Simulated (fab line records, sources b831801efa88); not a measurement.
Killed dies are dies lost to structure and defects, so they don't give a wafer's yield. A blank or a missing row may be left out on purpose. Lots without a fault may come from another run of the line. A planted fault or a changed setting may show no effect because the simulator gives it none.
Which tool did it? | flow sfq_line | 14 lots, 42 wafers sampled, at 1 step of a route of 325

WHAT THE GAUGES READ, wafer by wafer
The record holds no reading of a measuring or inspecting step that can be judged against a usual standard deviation.

WHICH TOOL RAN EACH LOT (tool, then ch and the chambers of the sampled wafers, then the start)
lot  | SFQ_TRILAYER_I3_VIA_LITHO_PEB_088
L175 | litho_track-01 ch 0, day 43 09:46
L176 | litho_track-01 ch 0, day 43 17:12
L177 | litho_track-04 ch 0, day 43 19:33
L178 | litho_track-03 ch 0, day 44 14:14
L179 | litho_track-04 ch 0, day 45 18:09
L186 | litho_track-01 ch 0, day 53 08:43
L187 | litho_track-01 ch 0, day 53 12:19
L189 | litho_track-04 ch 0, day 54 03:55
L190 | litho_track-04 ch 0, day 54 13:31
L192 | litho_track-04 ch 0, day 54 18:19
L194 | litho_track-04 ch 0, day 55 13:31
L196 | litho_track-04 ch 0, day 56 05:07
L197 | litho_track-03 ch 0, day 56 07:27
L198 | litho_track-03 ch 0, day 56 14:40
- SFQ_TRILAYER_I3_VIA_LITHO_PEB_088: peb time 60 s.

WHAT THE TOOLS THEMSELVES READ (means of the sampled wafers that have a number; where no wafer has one, the mark that the record gives instead)
SFQ_TRILAYER_I3_VIA_LITHO_PEB_088.
lot  | tool           | chill_plate_temp_C (C) | heater_power_total_W (W) | plate_temp_C (C)
L175 | litho_track-01 | 22.98                  | 79.19                    | 115.06
L176 | litho_track-01 | 22.97                  | 79.11                    | 115.02
L177 | litho_track-04 | 22.97                  | 79.10                    | 114.87
L178 | litho_track-03 | 22.90                  | 79.08                    | 115.00
L179 | litho_track-04 | 23.01                  | 79.17                    | 114.95
L186 | litho_track-01 | 22.99                  | 77.21                    | 112.91
L187 | litho_track-01 | 23.04                  | 77.17                    | 112.69
L189 | litho_track-04 | 23.02                  | 79.19                    | 115.13
L190 | litho_track-04 | 22.94                  | 79.18                    | 115.03
L192 | litho_track-04 | 23.06                  | 79.20                    | 114.90
L194 | litho_track-04 | 22.89                  | 79.17                    | 115.06
L196 | litho_track-04 | 23.12                  | 79.13                    | 114.99
L197 | litho_track-03 | 22.98                  | 79.13                    | 115.20
L198 | litho_track-03 | 22.98                  | 79.15                    | 115.01

THE ANSWER, worked out from the rows above alone
Rule: what is usual is taken from the lots themselves. Put in order of their means at a reading, lots are off if they are a third of the lots or fewer, leave a main group of 4 or more, and stand apart from it by a gap of 3 or more times the standard deviation of the main group's means; of several such gaps the widest counts. A main group whose means are all the same, to the digits that the tables above print for the reading, isn't used. A lot without any number at a reading at which 4 lots or more have one is off too. The other lots that the step has rows for count as sound. The gauges are gone through in route order, then the tools' own readings, and for those a lot's mean is taken as printed above. The first step at which some lot is off is used, and at that step the reading that is off furthest; a lot without a number counts as furthest.
Off: L186, L187, at SFQ_TRILAYER_I3_VIA_LITHO_PEB_088 (heater_power_total_W). The main group: mean 79.15 W, standard deviation 0.038.
A tool fits if, at that step or a process step before it, it ran every lot that is off, and no sound lot after the first of them. One fits: litho_track-01 at SFQ_TRILAYER_I3_VIA_LITHO_PEB_088. Its last sound lot is L176 (day 43 17:12), its first lot that is off L186 (day 53 08:43): a fault that began between those two fits.
The tool's own readings at SFQ_TRILAYER_I3_VIA_LITHO_PEB_088 bear it out: on the lots that are off they differ by more than 5 times the standard deviation of the sound lots' means. heater_power_total_W reads 77.19 W there against 79.15 W on the sound lots; plate_temp_C reads 112.80 C there against 115.02 C on the sound lots.

WHAT THE SIMULATOR HAD PUT IN
Process parameter drift: litho_track-01, from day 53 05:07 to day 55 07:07, at SFQ_TRILAYER_I3_VIA_LITHO_PEB_088. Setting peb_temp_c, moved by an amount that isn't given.
Lots struck among those shown: L186, L187. The rule above found the same.
